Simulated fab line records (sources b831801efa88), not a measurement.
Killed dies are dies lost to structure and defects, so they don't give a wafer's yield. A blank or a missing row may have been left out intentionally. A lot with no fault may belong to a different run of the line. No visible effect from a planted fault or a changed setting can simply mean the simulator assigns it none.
Matching of chambers    flow gf180mcu    GF_V5_CMP_26 on cmp-02 has 4 sister chambers
The step polishes, stops on SiO2, t overpolish 15 s, target thk 0 nm. 4 wafers are shown with their chamber, then 10 later ones without.

== WAFERS, EACH WITH ITS CHAMBER ==
wafer   chamber  motor_current_A (A)
L085.6  3        11.9
L086.2  2        9.1
L087.1  1        9.7
L087.2  0        10.7

== WAFERS WHOSE CHAMBER IS MISSING ==
wafer   motor_current_A (A)
L087.3  8.9
L089.4  11.5
L089.5  11.2
L089.6  10.6
L090.2  10.7
L090.3  11.7
L090.4  10.2
L093.1  9.3
L093.5  12.2
L093.6  10.4

== EACH ONE'S CHAMBER ==
wafer    from the rows above            in truth
L087.3   can't be placed: 2 or 1        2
L089.4   can't be placed: 3 or 0        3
L089.5   can't be placed: 0 or 3        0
L089.6   0                              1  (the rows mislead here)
L090.2   0                              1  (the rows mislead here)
L090.3   3                              3
L090.4   can't be placed: 0 or 1 or 2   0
L093.1   can't be placed: 2 or 1        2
L093.5   3                              3
L093.6   can't be placed: 0 or 1        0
Correct placement for 2 of the 10. Not placeable from these rows: 6 (in 6, the candidates include the true chamber). Wrongly placed: 2.
How it was worked out, from the rows above alone: a wafer's distance from a chamber is the root of the sum, over the readings, of the square of ((its reading less the chamber's mean) divided by the reading's scatter). If the next closest chamber is less than 2 further off than the closest, the wafer can't be placed; otherwise it belongs to the closest. The mean given for a chamber averages the wafers shown for that chamber. The scatter (one wafer shown for each chamber): square how far every hidden wafer sits from the nearest shown wafer, average those squares and take the square root.
